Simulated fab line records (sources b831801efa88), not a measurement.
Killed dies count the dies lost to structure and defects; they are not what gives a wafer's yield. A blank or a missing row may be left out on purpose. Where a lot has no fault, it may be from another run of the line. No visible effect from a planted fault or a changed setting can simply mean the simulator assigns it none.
Chamber matching || flow sky130 || SKY_VIA4_CMP_02 on cmp-01: 4 sister chambers
The step polishes SiO2. 18 wafers are shown with their chamber, then 9 later ones without.

## EACH WAFER AND ITS CHAMBER
{"wafer": "L572.3", "chamber": 3, "motor current A (A)": 9.9}
{"wafer": "L572.4", "chamber": 0, "motor current A (A)": 12.5}
{"wafer": "L572.6", "chamber": 3, "motor current A (A)": 10.2}
{"wafer": "L573.1", "chamber": 2, "motor current A (A)": 13.4}
{"wafer": "L573.3", "chamber": 1, "motor current A (A)": 12.6}
{"wafer": "L573.6", "chamber": 2, "motor current A (A)": 13.6}
{"wafer": "L574.1", "chamber": 3, "motor current A (A)": 10.5}
{"wafer": "L574.3", "chamber": 0, "motor current A (A)": 11.5}
{"wafer": "L574.5", "chamber": 1, "motor current A (A)": 12.6}
{"wafer": "L577.1", "chamber": 2, "motor current A (A)": 12.9}
{"wafer": "L577.3", "chamber": 3, "motor current A (A)": 10.7}
{"wafer": "L577.6", "chamber": 1, "motor current A (A)": 12.0}
{"wafer": "L580.1", "chamber": 1, "motor current A (A)": 11.4}
{"wafer": "L580.3", "chamber": 3, "motor current A (A)": 10.2}
{"wafer": "L580.6", "chamber": 1, "motor current A (A)": 11.2}
{"wafer": "L588.2", "chamber": 2, "motor current A (A)": 13.9}
{"wafer": "L588.3", "chamber": 1, "motor current A (A)": 11.9}
{"wafer": "L588.5", "chamber": 1, "motor current A (A)": 11.3}

SIGNATURES, as means of the wafers listed above
{"reading": "motor current A", "chamber 0": 12.000, "chamber 1": 11.857, "chamber 2": 13.450, "chamber 3": 10.300, "scatter within a chamber": 0.499}
Rule: for each reading, subtract the chamber's mean from the wafer's reading, divide by that reading's scatter and square the result; add these up over the readings and take the root, which gives the wafer's distance from the chamber. If the next closest chamber is less than 2 further off than the closest, the wafer can't be placed; otherwise it belongs to the closest. The scatter: the root of (the sum of the squares of (reading less its chamber's mean) over the shown wafers, divided by (wafers less chambers)).

## WAFERS WITHOUT THEIR CHAMBER
{"wafer": "L590.1", "motor current A (A)": 12.1}
{"wafer": "L590.4", "motor current A (A)": 14.5}
{"wafer": "L590.5", "motor current A (A)": 11.9}
{"wafer": "L592.1", "motor current A (A)": 10.9}
{"wafer": "L592.3", "motor current A (A)": 12.5}
{"wafer": "L592.6", "motor current A (A)": 14.1}
{"wafer": "L594.4", "motor current A (A)": 10.5}
{"wafer": "L594.5", "motor current A (A)": 10.7}
{"wafer": "L594.6", "motor current A (A)": 12.0}

## CHAMBER TAKEN BY EACH
{"wafer": "L590.1", "from the rows above": "can't be placed: 0 or 1", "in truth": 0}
{"wafer": "L590.4", "from the rows above": 2, "in truth": 2}
{"wafer": "L590.5", "from the rows above": "can't be placed: 1 or 0", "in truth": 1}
{"wafer": "L592.1", "from the rows above": "can't be placed: 3 or 1 or 0", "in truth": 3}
{"wafer": "L592.3", "from the rows above": "can't be placed: 0 or 1 or 2", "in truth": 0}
{"wafer": "L592.6", "from the rows above": 2, "in truth": 2}
{"wafer": "L594.4", "from the rows above": 3, "in truth": 3}
{"wafer": "L594.5", "from the rows above": "can't be placed: 3 or 1 or 0", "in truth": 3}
{"wafer": "L594.6", "from the rows above": "can't be placed: 0 or 1", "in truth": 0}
Placed correctly: 3 of 9. Unplaceable from these rows: 6, with the true chamber sitting among the candidates in 6. Placed wrongly: 0.
